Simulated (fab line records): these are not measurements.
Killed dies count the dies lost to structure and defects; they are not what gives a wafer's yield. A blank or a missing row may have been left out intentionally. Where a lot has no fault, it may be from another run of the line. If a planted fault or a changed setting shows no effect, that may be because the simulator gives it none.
Chamber matching + flow sfq-line + 4 sister chambers for SFQ_TRILAYER_I6_CMP_CMP_166 on cmp-02
The step polishes SiO2. 4 wafers are shown with their chamber, then 8 later ones without.

== WAFERS, EACH WITH ITS CHAMBER ==
| wafer  | chamber | motor-current-A (A) |
|--------|---------|---------------------|
| L360.6 | 2       | 10.6                |
| L362.1 | 0       | 10.6                |
| L362.4 | 1       | 10.1                |
| L368.1 | 3       | 9.2                 |

== WAFERS WITH NO CHAMBER GIVEN ==
| wafer  | motor-current-A (A) |
|--------|---------------------|
| L368.3 | 11.6                |
| L368.5 | 11.2                |
| L371.1 | 10.0                |
| L371.3 | 11.0                |
| L371.6 | 10.5                |
| L372.1 | 11.2                |
| L372.3 | 9.4                 |
| L372.6 | 10.4                |

== WHICH CHAMBER EACH WENT THROUGH ==
| wafer  | from the rows above               | in truth |
|--------|-----------------------------------|----------|
| L368.3 | can't be placed: 0 or 2 or 1      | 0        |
| L368.5 | can't be placed: 0 or 2 or 1      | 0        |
| L371.1 | can't be placed: 1 or 0 or 2 or 3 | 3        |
| L371.3 | can't be placed: 0 or 2 or 1      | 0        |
| L371.6 | can't be placed: 0 or 2 or 1      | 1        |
| L372.1 | can't be placed: 0 or 2 or 1      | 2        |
| L372.3 | can't be placed: 3 or 1           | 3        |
| L372.6 | can't be placed: 0 or 2 or 1      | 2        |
Correctly placed: 0 of 8. Cannot be placed on the basis of these rows: 8; the candidates contain the true chamber in 8. Placed wrongly: 0.
How it was worked out, from the rows above alone: a wafer's distance from a chamber is the root of the sum, over the readings, of the square of ((its reading less the chamber's mean) divided by the reading's scatter). If the next closest chamber is less than 2 further off than the closest, the wafer can't be placed; otherwise it belongs to the closest. For every chamber, the mean is computed from those of its wafers that are shown. The scatter: root of mean squared gap, hidden wafer to nearest shown wafer, with one shown wafer a chamber.
